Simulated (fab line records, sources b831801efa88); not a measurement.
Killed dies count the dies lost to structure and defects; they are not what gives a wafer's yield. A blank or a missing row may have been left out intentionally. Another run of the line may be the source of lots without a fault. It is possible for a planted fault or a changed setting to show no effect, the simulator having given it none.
A lot that was struck, set against a sound lot    flow sfqLine    13 steps out of a route of 325
Sound: these wafers, L147.1, L147.3, L147.5. Struck: wafers L140.1, L140.3, L140.5. Last of all comes the cause.
At each step with rows: each side's tool, then ch and its chambers, then its first start. Under that, the readings that differ: sound wafers    struck wafers    difference of the means    sigmas: that difference in standard deviations of wafers without a fault.
alike: same words and numbers on both sides, and readings whose means sit less than 2 such deviations apart. not compared: any withheld reading, any reading some wafer has no value for, any bound like >300 that may hide the same value, and any number with overlapping values for which the record gives no deviation.
A row with sigmas, a row that says differs or no value, or rows on one side alone: a step with any of these is where the two part. Non-overlapping numbers with no deviation appear without sigmas and do not part them. A reading that every wafer of one side lacks parts them only if that side has two wafers or more.

first, 1 step without rows for these wafers: SFQ_TRILAYER_M2_DEP_PRE_CLEAN_056 (time 22.5 s).
SFQ_TRILAYER_M2_DEP_SPUTTER_055: material Nb, target thk 200 nm, time 133.3 s.
  struck on pvdSputter-04, day 33 10:57; sound on pvdSputter-05, day 37 14:32
  alike: chamberPressurePa, throttleValvePct
SFQ_M2_RS_MEAS_914: uses a four-point probe to measure.
  struck on filmMetro-04, day 33 11:02; sound on filmMetro-03, day 37 14:37
  alike: M2_NB_RS
then, 6 steps without rows for these wafers: SFQ_TRILAYER_M2_LITHO_COAT_062 (resist thk 62 nm); SFQ_TRILAYER_M2_LITHO_COAT_057 (resist thk 600 nm); SFQ_TRILAYER_M2_LITHO_SOFTBAKE_061; SFQ_TRILAYER_M2_LITHO_EXPOSE_058 (exposes mask M2, target cd 500 nm); SFQ_TRILAYER_M2_LITHO_PEB_060 (peb time 60 s); SFQ_TRILAYER_M2_LITHO_DEVELOP_059 (time 60 s).
SFQ_M2_OVL_MEAS_916:
  struck on overlay-02, day 33 14:11; sound on overlay-02, day 42 14:21
  alike: M2_OVL
SFQ_TRILAYER_M2_BARC_OPEN_METAL_ETCH_077: etches BARC in O2, target depth 125 nm, time 41.7 s.
  sound on rieMetal-03 ch 0,1, day 42 14:23; struck on rieMetal-01 ch 0, day 33 14:13
  alike: drypumpMotorCurrentA, oesProductAu
  not compared: rfHoursCounterH
SFQ_TRILAYER_M2_ETCH_METAL_ETCH_060: etches Nb in Cl2/Ar, stops on SiO2, target depth 240 nm, time 120 s.
  sound on rieMetal-03 ch 0,1, day 42 14:27; struck on rieMetal-01 ch 0, day 33 14:16
reading                                             sound              struck             difference  sigmas
model.KrF_of_TRILAYER_M2_LITHO_COAT_057.thkNm (nm)  378.8 385.7 386.3  400.3 400.5 401.5  +17.2       
  alike: drypumpMotorCurrentA, oesProductAu
  not compared: rfHoursCounterH
SFQ_TRILAYER_M2_STRIP_STRIP_061: strips in O2.
  sound on rieMetal-03 ch 0,1, day 42 14:34; struck on rieMetal-01 ch 0, day 33 14:24
  alike: drypumpMotorCurrentA, oesProductAu
  not compared: rfHoursCounterH

== WHERE THEY PART ==
Nowhere in this record.

WHY: the cause the simulator had injected
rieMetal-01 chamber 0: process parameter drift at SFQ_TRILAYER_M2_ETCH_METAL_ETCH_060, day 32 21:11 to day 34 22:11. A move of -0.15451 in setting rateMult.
